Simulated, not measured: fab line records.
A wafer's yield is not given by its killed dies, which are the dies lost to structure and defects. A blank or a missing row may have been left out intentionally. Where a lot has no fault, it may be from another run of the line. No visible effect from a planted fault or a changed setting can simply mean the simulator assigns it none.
Chamber matching + flow sfqLine + 4 sister chambers for SFQ_TRILAYER_I1_VIA_ETCH_VIA_ETCH_052 on rieDiel-03
The step etches SiO2 in CHF3, stops on Nb, target depth 260 nm. 14 wafers are shown with their chamber, then 7 later ones without.

## WAFERS PAIRED WITH THEIR CHAMBERS
| wafer  | chamber | drypumpMotorCurrentA (A) | biasW (W) | oesProductAu (a.u.) |
|--------|---------|--------------------------|-----------|---------------------|
| L889.1 | 3       | 5.1                      | 79.99     | 0.853               |
| L889.3 | 1       | 6.5                      | 79.86     | 0.855               |
| L889.5 | 1       | 6.5                      | 79.92     | 0.858               |
| L891.2 | 3       | 5.1                      | 80.22     | 0.871               |
| L891.3 | 1       | 6.5                      | 79.97     | 0.860               |
| L891.6 | 1       | 6.4                      | 79.83     | 0.861               |
| L892.2 | 2       | 5.5                      | 80.03     | 0.854               |
| L892.4 | 1       | 6.5                      | 80.15     | 0.862               |
| L892.6 | 0       | 5.4                      | 80.12     | 0.862               |
| L893.1 | 2       | 5.5                      | 79.78     | 0.862               |
| L893.4 | 1       | 6.5                      | 79.72     | 0.861               |
| L893.5 | 0       | 5.4                      | 79.79     | 0.854               |
| L894.1 | 1       | 6.5                      | 80.21     | 0.857               |
| L894.4 | 2       | 5.5                      | 79.96     | 0.849               |

SIGNATURES (means of the wafers above)
| reading              | chamber 0 | chamber 1 | chamber 2 | chamber 3 | scatter within a chamber |
|----------------------|-----------|-----------|-----------|-----------|--------------------------|
| drypumpMotorCurrentA | 5.400     | 6.486     | 5.500     | 5.100     | 0.0293                   |
| biasW                | 79.9550   | 79.9514   | 79.9233   | 80.1050   | 0.173                    |
| oesProductAu         | 0.85800   | 0.85914   | 0.85500   | 0.86200   | 0.00565                  |
Rule: a wafer lies at a distance from a chamber equal to the root of the sum of squares, over the readings, of (its reading less the chamber's mean, divided by the reading's scatter). If the next closest chamber is less than 2 further off than the closest, the wafer can't be placed; otherwise it belongs to the closest. The scatter: take each reading less its chamber's mean, square it, sum over the shown wafers, divide by the number of wafers less the number of chambers, and take the root.

## WAFERS WHOSE CHAMBER IS MISSING
| wafer  | drypumpMotorCurrentA (A) | biasW (W) | oesProductAu (a.u.) |
|--------|--------------------------|-----------|---------------------|
| L894.5 | 6.5                      | 79.94     | 0.860               |
| L897.3 | 5.5                      | 80.19     | 0.850               |
| L897.4 | 5.4                      | 79.99     | 0.850               |
| L897.6 | 5.4                      | 80.05     | 0.850               |
| L901.1 | 6.5                      | 80.04     | 0.843               |
| L901.5 | 6.5                      | 79.73     | 0.851               |
| L901.6 | 5.4                      | 79.92     | 0.846               |

## WHICH CHAMBER EACH ONE RAN IN
| wafer  | from the rows above     | in truth |
|--------|-------------------------|----------|
| L894.5 | 1                       | 1        |
| L897.3 | 2                       | 2        |
| L897.4 | 0                       | 0        |
| L897.6 | 0                       | 0        |
| L901.1 | 1                       | 1        |
| L901.5 | 1                       | 1        |
| L901.6 | can't be placed: 0 or 2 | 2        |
6 of 7 placed correctly. Can't be placed from these rows: 1 (the true chamber is among the candidates in 1). Wrongly placed: 0.
